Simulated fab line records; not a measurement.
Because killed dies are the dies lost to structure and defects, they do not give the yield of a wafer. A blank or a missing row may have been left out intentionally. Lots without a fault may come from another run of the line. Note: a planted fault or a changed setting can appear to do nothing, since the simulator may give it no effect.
The tool behind it: which one? | flow gf180mcu | 13 lots, 39 wafers sampled, at 4 steps of a route of 602

== WHAT THE GAUGES SHOWED, per wafer ==
GF_V4_BOW_MEAS_05.
lot  | measured     | on            | V4_BOW (um)
L755 | day 23 09:38 | film_metro-04 | 147 134 136
L756 | day 23 20:38 | film_metro-02 | 153 146 144
L757 | day 24 05:55 | film_metro-04 | 132 123 130
L758 | day 24 13:43 | film_metro-02 | 143 143 149
L759 | day 25 08:45 | film_metro-01 | 139 127 126
L760 | day 25 20:24 | film_metro-01 | 155 137 143
L761 | day 25 21:25 | film_metro-02 | 134 127 139
L762 | day 26 01:49 | film_metro-04 | 129 144 135
L763 | day 26 17:07 | film_metro-02 | 138 139 139
L764 | day 26 22:45 | film_metro-02 | 143 136 126
L766 | day 27 08:39 | film_metro-02 | 134 139 143
L768 | day 28 02:17 | film_metro-01 | 128 127 123
L778 | day 31 00:23 | film_metro-04 | 135 137 132

GF_M5_OVL_MEAS_08.
lot  | measured     | on         | M5_OVL (nm)
L755 | day 26 04:52 | overlay-02 | 0 2 -2
L756 | day 26 15:01 | overlay-02 | 1 3 -4
L757 | day 27 00:28 | overlay-02 | -9 -5 -10
L758 | day 27 07:31 | overlay-02 | -3 7 7
L759 | day 28 00:15 | overlay-02 | 4 8 7
L760 | day 28 11:22 | overlay-01 | 5 -7 2
L761 | day 28 13:04 | overlay-02 | -11 -5 -4
L762 | day 28 16:08 | overlay-02 | 7 6 5
L763 | day 29 07:31 | overlay-01 | 4 -4 6
L764 | day 29 12:57 | overlay-01 | 13 5 10
L766 | day 29 21:24 | overlay-02 | 5 6 3
L768 | day 30 14:13 | overlay-02 | -7 -3 3
L778 | day 33 05:58 | overlay-01 | -7 -4 -2

== WHAT TOOL EACH LOT RAN ON (gives the tool, then ch and the chambers of the sampled wafers, and finally the start) ==
lot  | GF_POLY_GATE_ETCH_13             | GF_MIM_SPUTTER_04
L755 | rie_si-01 ch 0,2,3, day 9 05:59  | pvd_sputter-03, day 24 09:43
L756 | rie_si-01 ch 0,2, day 9 10:26    | pvd_sputter-02, day 24 20:14
L757 | rie_si-01 ch 0,3, day 9 18:47    | pvd_sputter-04, day 25 05:29
L758 | rie_si-02 ch 0,3, day 10 02:26   | pvd_sputter-03, day 25 13:19
L759 | rie_si-02 ch 0,1,3, day 10 18:23 | pvd_sputter-04, day 26 07:53
L760 | rie_si-02 ch 2,3, day 10 23:38   | pvd_sputter-03, day 26 19:08
L761 | rie_si-02 ch 1,2, day 11 03:02   | pvd_sputter-03, day 26 20:09
L762 | rie_si-02 ch 0,2,3, day 11 09:05 | pvd_sputter-04, day 27 00:07
L763 | rie_si-01 ch 0,1,3, day 11 23:32 | pvd_sputter-03, day 27 15:33
L764 | rie_si-02 ch 2,3, day 12 04:41   | pvd_sputter-04, day 27 21:10
L766 | rie_si-02 ch 0,3, day 12 14:44   | pvd_sputter-03, day 28 06:55
L768 | rie_si-01 ch 0,1,2, day 13 07:35 | pvd_sputter-04, day 28 23:29
L778 | rie_si-01 ch 0,1,3, day 16 13:11 | pvd_sputter-02, day 31 19:38
- GF_POLY_GATE_ETCH_13: etches poly-Si in HBr/Cl2, stops on SiO2, target depth 198.5 nm, time 69.6 s.
- GF_MIM_SPUTTER_04: material TiN, target thk 50 nm, time 41.7 s.

== AS READ BY THE TOOLS THEMSELVES (means over the sampled wafers that have a number; for cases with no such wafer, the mark the record gives instead) ==
GF_POLY_GATE_ETCH_13.
lot  | tool      | drypump_motor_current_A (A) | oes_product_au (a.u.) | throttle_valve_pct (%)
L755 | rie_si-01 | 5.7                         | 0.996                 | 33.687
L756 | rie_si-01 | 6.2                         | 0.992                 | 33.675
L757 | rie_si-01 | 5.5                         | 0.984                 | 33.684
L758 | rie_si-02 | 6.1                         | 0.991                 | 33.679
L759 | rie_si-02 | 6.1                         | 0.991                 | 33.679
L760 | rie_si-02 | 5.8                         | 0.999                 | 33.683
L761 | rie_si-02 | 6.0                         | 0.992                 | 33.685
L762 | rie_si-02 | 5.9                         | 0.991                 | 33.683
L763 | rie_si-01 | 5.7                         | 0.987                 | 33.683
L764 | rie_si-02 | 5.7                         | 0.996                 | 33.684
L766 | rie_si-02 | 6.1                         | 0.999                 | 33.678
L768 | rie_si-01 | 5.9                         | 0.985                 | 33.677
L778 | rie_si-01 | 5.7                         | 0.992                 | 33.696

GF_MIM_SPUTTER_04.
lot  | tool           | throttle_valve_pct (%)
L755 | pvd_sputter-03 | 29.5
L756 | pvd_sputter-02 | 28.5
L757 | pvd_sputter-04 | 29.6
L758 | pvd_sputter-03 | 29.1
L759 | pvd_sputter-04 | 30.9
L760 | pvd_sputter-03 | 29.2
L761 | pvd_sputter-03 | 29.3
L762 | pvd_sputter-04 | 30.2
L763 | pvd_sputter-03 | 28.7
L764 | pvd_sputter-04 | 30.2
L766 | pvd_sputter-03 | 28.3
L768 | pvd_sputter-04 | 29.6
L778 | pvd_sputter-02 | 29.6

== THE ANSWER, worked out from the rows above alone ==
Rule: the lots themselves supply what counts as usual. The widest of any qualifying gaps counts: lots, ordered by their means at a reading, are off when they make up no more than a third of the lots, leave a main group of 4 or more, and stand apart from it by 3 or more times the standard deviation of that group's means. The tables above print the reading to a certain number of digits; a main group whose means all agree to those digits is not used. Also off: a lot with no number at a reading for which 4 or more lots have one. Where the step has rows for the other lots, those lots are counted as sound. After the gauges, taken in route order, come the tools' own readings; for these a lot's mean is taken, as printed above. The first step at which some lot is off is used, and at that step the reading that is off furthest; a lot without a number counts as furthest.
None of the lots is off at any reading shown; this tells nothing.

== WHAT THE SIMULATOR HAD PUT IN ==
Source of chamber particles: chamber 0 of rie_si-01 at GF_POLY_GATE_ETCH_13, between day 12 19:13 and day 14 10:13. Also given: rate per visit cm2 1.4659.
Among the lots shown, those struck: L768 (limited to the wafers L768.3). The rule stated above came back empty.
